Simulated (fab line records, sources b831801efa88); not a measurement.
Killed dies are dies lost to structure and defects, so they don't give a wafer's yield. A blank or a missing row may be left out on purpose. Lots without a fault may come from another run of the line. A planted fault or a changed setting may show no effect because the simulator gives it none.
fab line records | flow sky130
record lots=11 wafers=33 last_day=50
route steps=708 shown VT_ADJUST_NCORE@127 POLY_GATE@204 SD_N@356
lots that met no fault: from a run of the same line without faults
start_h: hours from the record's first day to the start of the lot's first wafer shown | wait_h: hours since the lot's step before | " the same as in the row above | L1.1+2: a row that stands for several wafers | - no value, or no start given | * or withheld: withheld | < > ~ a bound
route shown NAME@n: a module of which the file shows steps, and the number in the route of the first | usual: mean/standard deviation of fault-free wafers | same: alike in all rows | chamber/n: place in a boat | sites: the reading at each site | _std_site: their standard deviation | _edge_site: outer sites' mean less inner sites' | radius_mm: how far each site lies from the wafer's centre | mask NAME#n: copy n | behind: the tool/chamber that last shaped the wafer | hold: why the lot was held/for how many hours/how that ended | device: the transistor (n, p or np) that didn't switch | end of line: the same wafers' tests at the end of the route | a step without rows: its recipe alone | killed: dies lost to structure and defects at the first sort, not the wafer's yield | map: a wafer's dies, x killed, . not, _ none there
set.NAME: the setting as run; set.NAME@STEP: as run at that earlier step | model.NAME: the simulator's own value behind a step, which no gauge read
steps of the route over a sample of lots; a table a step, a row a wafer
services: from which hour (start_h, from the record's first day; less than 0 if before it) a tool's chamber was out of use, for how many hours, and why
## steps
# step SKY_VT_ADJUST_NCORE_OVL_MEAS_08
# usual VT_ADJUST_NCORE_OVL=-0.1/1.4
# columns lot.wafer tool chamber start_h wait_h VT_ADJUST_NCORE_OVL[nm]
L469.2 overlay-02 - 180.73 0.1 0.8
L469.5 " - " " -0.9
L469.6 " - " " 0.6
L471.3 overlay-02 - 190.39 0.1 0.1
L471.4 " - " " -0.5
L471.5 " - " " 0.6
L474.1 overlay-02 - 211.35 0.1 1.3
L474.2 " - " " 0.5
L474.3 " - " " -0.1
L475.1 overlay-02 - 220.08 0.1 2.0
L475.2 " - " " 0.3
L475.6 " - " " -1.0
L476.1 overlay-01 - 228.68 0.1 2.9
L476.2 " - " " 1.2
L476.5 " - " " -0.3
L485.1 overlay-02 - 295.03 0.1 3.0
L485.3 " - " " 1.6
L485.5 " - " " 2.1
L487.2 overlay-02 - 312.58 0.1 -2.2
L487.3 " - " " -3.0
L487.6 " - " " -0.7
L489.3 overlay-01 - 321.44 0.1 1.0
L489.4 " - " " 1.0
L489.6 " - " " -0.2
L490.2 overlay-01 - 328.89 0.1 -2.3
L490.4 " - " " -1.4
L490.5 " - " " -1.9
L491.1 overlay-02 - 336.03 0.1 -1.2
L491.3 " - " " -1.1
L491.5 " - " " -0.8
L492.2 overlay-01 - 345.09 0.1 -1.9
L492.3 " - " " -3.9
L492.6 " - " " -0.7
# step SKY_POLY_GATE_CVD_00
# recipe material=poly-Si target_thk_nm=180 temp_c=620 time_s=720 pressure_mtorr=200
# usual zone_power_upper_pct=9.4/0.52
# columns lot.wafer tool chamber start_h wait_h zone_power_upper_pct
L469.2 lpcvd-01 0 306.58 0.0 9.9
L469.5 " 0 " " 9.9
L469.6 " 0 " " 9.9
L471.3 lpcvd-01 1 317.93 0.0 8.8
L471.4 " 1 " " 8.7
L471.5 " 1 " " 8.9
L474.1 lpcvd-01 0 343.78 0.0 10.0
L474.2 " 0 " " 9.7
L474.3 " 0 " " 9.9
L475.1 lpcvd-01 0 354.51 0.0 10.0
L475.2 " 0 " " 9.8
L475.6 " 0 " " 9.8
L476.1 lpcvd-01 0 366.54 0.0 9.9
L476.2 " 0 " " 9.8
L476.5 " 0 " " 10.0
L485.1 lpcvd-01 1 443.92 0.0 9.0
L485.3 " 1 " " 8.9
L485.5 " 1 " " 8.8
L487.2 lpcvd-01 0 469.98 0.0 9.9
L487.3 " 0 " " 9.9
L487.6 " 0 " " 9.9
L489.3 lpcvd-01 0 477.31 0.0 9.9
L489.4 " 0 " " 9.9
L489.6 " 0 " " 9.9
L490.2 lpcvd-01 1 483.34 0.0 8.8
L490.4 " 1 " " 8.9
L490.5 " 1 " " 8.7
L491.1 lpcvd-01 0 492.94 0.0 9.9
L491.3 " 0 " " 10.0
L491.5 " 0 " " 10.0
L492.2 lpcvd-01 1 506.78 0.0 8.9
L492.3 " 1 " " 8.9
L492.6 " 1 " " 8.9
# step SKY_POLY_GATE_THK_MEAS_01
# recipe reads=poly-Si_of_POLY_GATE_CVD_00
# usual POLY_GATE_CVD_00_THK=180.5/1.4
# columns lot.wafer tool chamber start_h wait_h POLY_GATE_CVD_00_THK[nm]
L469.2 film_metro-03 - 307.79 0.0 180.7
L469.5 " - " " 179.7
L469.6 " - " " 180.2
L471.3 film_metro-03 - 319.15 0.0 179.1
L471.4 " - " " 181.1
L471.5 " - " " 178.2
L474.1 film_metro-01 - 344.98 0.0 179.5
L474.2 " - " " 178.6
L474.3 " - " " 180.1
L475.1 film_metro-02 - 355.71 0.0 149.0
L475.2 " - " " 148.9
L475.6 " - " " 148.4
L476.1 film_metro-01 - 368.34 0.0 148.1
L476.2 " - " " 147.4
L476.5 " - " " 148.0
L485.1 film_metro-01 - 445.12 0.0 183.8
L485.3 " - " " 184.1
L485.5 " - " " 184.6
L487.2 film_metro-02 - 471.19 0.0 180.1
L487.3 " - " " 181.1
L487.6 " - " " 179.5
L489.3 film_metro-01 - 478.53 0.0 179.1
L489.4 " - " " 181.7
L489.6 " - " " 179.4
L490.2 film_metro-02 - 484.55 0.0 181.1
L490.4 " - " " 179.6
L490.5 " - " " 181.2
L491.1 film_metro-02 - 494.14 0.0 177.9
L491.3 " - " " 179.6
L491.5 " - " " 178.7
L492.2 film_metro-01 - 507.99 0.0 181.0
L492.3 " - " " 179.1
L492.6 " - " " 179.4
# step SKY_POLY_GATE_ETCH_16
# recipe stop_on=poly-Si chemistry=CH3F/O2 target=Si3N4 source_w=400 bias_w=80 pressure_mtorr=25 ch3f_flow_sccm=40 O2_flow_sccm=30 time_s=147.5 target_depth_a=750
# usual bias_w=79.99/0.25 drypump_motor_current_A=5.7/0.4 oes_product_au=0.641/0.0054 rf_fwd_power_W=398.3/1.3 throttle_valve_pct=10.535/0.0095
# same time_s=147.5
# columns lot.wafer tool chamber start_h wait_h bias_w drypump_motor_current_A oes_product_au rf_fwd_power_W rf_hours_counter_h throttle_valve_pct
L469.2 rie_diel-02 3 363.40 0.0 80.00 5.7 0.641 398.2 63 10.532
L469.5 " 1 " " 79.57 5.7 0.638 397.7 - 10.537
L469.6 " 0 " " 79.76 5.2 0.634 398.1 - 10.542
L471.3 rie_diel-02 0 378.85 0.0 79.83 5.2 0.633 397.3 12 10.546
L471.4 " 3 " " 79.84 5.7 0.636 401.0 64 10.533
L471.5 " 1 " " 80.30 5.7 0.639 401.7 - 10.527
L474.1 rie_diel-01 0 403.90 0.0 80.44 5.7 0.646 397.6 72 10.520
L474.2 " 2 " " 79.94 6.1 0.631 397.6 31 10.541
L474.3 " 3 " " 79.69 5.3 0.634 401.0 6 10.543
L475.1 rie_diel-03 3 413.95 0.0 80.42 5.6 0.642 399.3 10 10.522
L475.2 " 2 " " 79.43 5.7 0.636 398.0 1 10.515
L475.6 " 1 " " 79.63 6.3 0.631 399.7 - 10.544
L476.1 rie_diel-01 1 428.85 0.0 79.95 5.8 0.634 397.9 111 10.525
L476.2 " 0 " " 80.20 5.7 0.640 398.8 73 10.529
L476.5 " 1 " " 80.17 5.8 0.638 398.4 - 10.542
L485.1 rie_diel-01 0 509.95 0.0 79.81 5.7 0.639 399.4 74 10.528
L485.3 " 3 " " 79.90 5.3 0.632 400.9 8 10.551
L485.5 " 3 " " 79.61 5.3 0.640 399.8 - 10.538
L487.2 rie_diel-02 0 534.45 0.0 79.77 5.2 0.634 397.4 15 10.542
L487.3 " 2 " " 80.11 6.4 0.643 398.0 8 10.535
L487.6 " 3 " " 80.00 5.7 0.640 399.0 - 10.557
L489.3 rie_diel-02 1 541.45 0.0 80.21 5.8 0.642 399.0 7 10.525
L489.4 " 0 " " 79.35 5.2 0.641 397.8 15 10.535
L489.6 " 1 " " 80.32 5.8 0.647 398.4 - 10.520
L490.2 rie_diel-02 2 547.35 0.0 80.26 6.5 0.636 395.3 9 10.527
L490.4 " 1 " " 79.90 5.8 0.641 397.3 7 10.535
L490.5 " 0 " " 79.83 5.2 0.637 400.2 - 10.539
L491.1 rie_diel-02 1 556.50 0.0 80.01 5.7 0.641 398.9 7 10.540
L491.3 " 2 " " 79.92 6.5 0.643 398.4 9 10.534
L491.5 " 0 " " 79.53 5.2 0.643 395.8 - 10.530
L492.2 rie_diel-03 3 570.15 0.0 80.42 5.6 0.648 399.5 12 10.549
L492.3 " 0 " " 80.04 5.1 0.640 398.8 56 10.541
L492.6 " 0 " " 79.76 5.1 0.639 398.0 - 10.541
# step SKY_POLY_GATE_ETCH_17
# recipe target_depth_nm=180 stop_on=SiO2 over_etch_frac=0.56667 chemistry=HBr/Cl2 target=poly-Si icp_w=400 bias_w=100 pressure_mtorr=10 HBr_flow_sccm=150 Cl2_flow_sccm=50 time_s=70.5
# usual bias_w=99.98/0.3 drypump_motor_current_A=5.6/0.57 oes_product_au=0.988/0.0078 rf_fwd_power_W=396.9/1.6 throttle_valve_pct=33.683/0.0083
# same time_s=70.5
# columns lot.wafer tool chamber start_h wait_h bias_w drypump_motor_current_A oes_product_au rf_fwd_power_W rf_hours_counter_h throttle_valve_pct
L469.2 rie_si-02 3 363.50 0.0 99.84 6.1 0.983 397.7 2 33.685
L469.5 " 0 " " 99.71 5.0 0.961 396.8 - 33.683
L469.6 " 2 " " 99.89 5.9 0.979 397.6 - 33.678
L471.3 rie_si-02 0 378.95 0.0 99.71 5.0 0.975 394.3 5 33.687
L471.4 " 0 " " 99.42 5.0 0.987 395.2 - 33.683
L471.5 " 2 " " 99.55 5.9 0.979 397.3 - 33.678
L474.1 rie_si-01 0 404.00 0.0 100.06 4.8 0.990 394.7 51 33.696
L474.2 " 3 " " 100.29 6.6 0.988 395.2 1 33.675
L474.3 " 1 " " 99.83 6.0 0.999 396.4 12 33.690
L475.1 rie_si-02 0 414.05 0.0 100.32 5.0 0.871 392.9 5 33.679
L475.2 " 3 " " 99.31 6.1 0.870 396.3 3 33.686
L475.6 " 1 " " 99.80 5.9 0.873 395.8 - 33.689
L476.1 rie_si-01 3 428.95 0.0 100.22 6.6 0.869 398.5 1 33.679
L476.2 " 1 " " 99.62 6.0 0.866 398.6 12 33.673
L476.5 " 2 " " 100.02 5.0 0.863 396.8 - 33.679
L485.1 rie_si-02 1 510.04 0.0 99.96 5.8 0.999 397.8 0 33.691
L485.3 " 2 " " 100.14 5.9 0.994 398.6 6 33.679
L485.5 " 0 " " 99.85 5.0 0.990 397.8 - 33.674
L487.2 rie_si-02 2 534.54 0.0 99.74 6.0 0.989 397.7 6 33.683
L487.3 " 3 " " 100.06 6.1 0.994 396.1 3 33.681
L487.6 " 3 " " 100.12 6.1 0.990 397.0 - 33.691
L489.3 rie_si-02 1 541.54 0.0 99.43 5.8 0.989 398.1 0 33.683
L489.4 " 3 " " 99.87 6.1 0.988 397.9 3 33.661
L489.6 " 2 " " 100.13 5.9 0.984 398.9 - 33.674
L490.2 rie_si-01 2 547.45 0.0 100.13 5.0 0.989 397.0 4 33.683
L490.4 " 0 " " 99.86 4.8 0.986 395.5 0 33.699
L490.5 " 1 " " 99.88 5.9 1.000 395.3 - 33.673
L491.1 rie_si-02 3 556.60 0.0 99.89 6.1 0.980 399.2 3 33.686
L491.3 " 1 " " 100.06 5.9 0.992 397.0 0 33.676
L491.5 " 0 " " 99.86 5.0 0.984 395.7 - 33.693
L492.2 rie_si-01 1 570.24 0.0 100.09 5.9 0.993 396.5 13 33.691
L492.3 " 2 " " 100.40 5.0 0.990 395.8 4 33.682
L492.6 " 0 " " 100.76 4.8 0.990 394.6 - 33.683
# step SKY_SD_N_RTA_14
# recipe temp_c=1075 time_s=2 idle_temp_c=650 ramp_up_c_per_s=150 ramp_down_c_per_s=90 ambient=N2
# usual lamp_power_pct=15.74/0.055 wafer_temp_C_max=1078.2/1.5
# same time_s=2
# columns lot.wafer tool chamber start_h wait_h lamp_power_pct wafer_temp_C_max
L469.2 rtp_anneal-01 0 636.38 0.0 15.77 1077.5
L469.5 " 0 " " 15.65 1076.4
L469.6 " 0 " " 15.74 1078.8
L471.3 rtp_anneal-01 0 654.55 0.0 15.83 1078.1
L471.4 " 0 " " 15.74 1078.9
L471.5 " 0 " " 15.77 1077.7
L474.1 rtp_anneal-02 0 679.92 0.0 15.76 1079.4
L474.2 " 0 " " 15.71 1077.7
L474.3 " 0 " " 15.66 1079.9
L475.1 rtp_anneal-01 0 689.93 0.0 15.77 1077.1
L475.2 " 0 " " 15.64 1080.9
L475.6 " 0 " " 15.73 1083.6
L476.1 rtp_anneal-02 0 702.33 0.0 15.76 1075.8
L476.2 " 0 " " 15.68 1078.7
L476.5 " 0 " " 15.79 1078.0
L485.1 rtp_anneal-01 0 775.12 0.0 15.85 1078.9
L485.3 " 0 " " 15.76 1079.5
L485.5 " 0 " " 15.73 1079.1
L487.2 rtp_anneal-01 0 798.38 0.0 15.83 1076.0
L487.3 " 0 " " 15.87 1080.8
L487.6 " 0 " " 15.83 1078.8
L489.3 rtp_anneal-01 0 800.99 0.0 15.71 1075.8
L489.4 " 0 " " 15.78 1077.1
L489.6 " 0 " " 15.66 1078.9
L490.2 rtp_anneal-02 0 808.53 0.0 15.72 1080.9
L490.4 " 0 " " 15.71 1076.8
L490.5 " 0 " " 15.78 1077.7
L491.1 rtp_anneal-01 0 817.02 0.0 15.73 1077.0
L491.3 " 0 " " 15.72 1077.1
L491.5 " 0 " " 15.75 1079.4
L492.2 rtp_anneal-02 0 826.83 0.0 15.78 1077.3
L492.3 " 0 " " 15.70 1078.0
L492.6 " 0 " " 15.74 1078.2
## services
# columns tool chamber start_h hours kind
rtp_anneal-01 - 308.88 3.0 pm
rie_diel-02 1 321.74 3.2 repair
lpcvd-01 - 327.26 2.8 pm
rie_si-02 1 363.29 22.9 repair
rie_si-02 1 390.54 12.4 repair
rie_si-02 0 395.64 4.0 repair
lpcvd-01 - 411.28 4.1 repair
rie_diel-02 - 416.76 1.4 repair
rie_si-02 1 422.69 2.1 repair
rie_diel-02 3 442.73 7.6 repair
rie_diel-02 0 447.35 4.8 repair
rie_si-02 - 481.12 0.8 repair
rie_si-02 3 520.16 3.4 repair
rie_si-02 3 566.65 2.8 repair
rie_si-02 - 589.91 2.8 pm
rie_si-02 3 629.99 7.5 repair
rie_si-02 1 641.56 7.0 repair
rie_si-02 3 677.57 9.0 repair
lpcvd-01 - 682.72 6.1 pm
lpcvd-01 - 692.30 1.5 repair
rie_si-02 - 723.32 14.6 pm
rie_si-02 0 752.99 6.7 repair
rie_si-02 2 756.79 6.4 repair
lpcvd-01 - 802.07 6.0 pm
## key
first_sign step=SKY_POLY_GATE_THK_MEAS_01 reading=POLY_GATE_CVD_00_THK direction=down sigmas=24 usual=180.5 struck=148.3
effect step=SKY_POLY_GATE_ETCH_17 reading=oes_product_au direction=down sigmas=15 usual=0.988 struck=0.869
met_at SKY_POLY_GATE_CVD_00
struck_lots L475,L476
tester_left_out L475,L476
not_acting_at SKY_VT_ADJUST_NCORE_OVL_MEAS_08,SKY_POLY_GATE_ETCH_16,SKY_SD_N_RTA_14
onset_between 343.78 354.51
fault kind=process_parameter_drift tool=lpcvd-01 chamber=- onset_h=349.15 steps=SKY_POLY_GATE_CVD_00 channel=target_thk_nm offset=-31.244 shape=step end_h=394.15 stated=180
# tester_left_out: of these lots the tester's yield and bins aren't shown, on N5 and GAA mostly nor the transistor test; their killed dies are dies lost to structure and defects alone, not to doping, threshold or leakage, so they don't give the yield
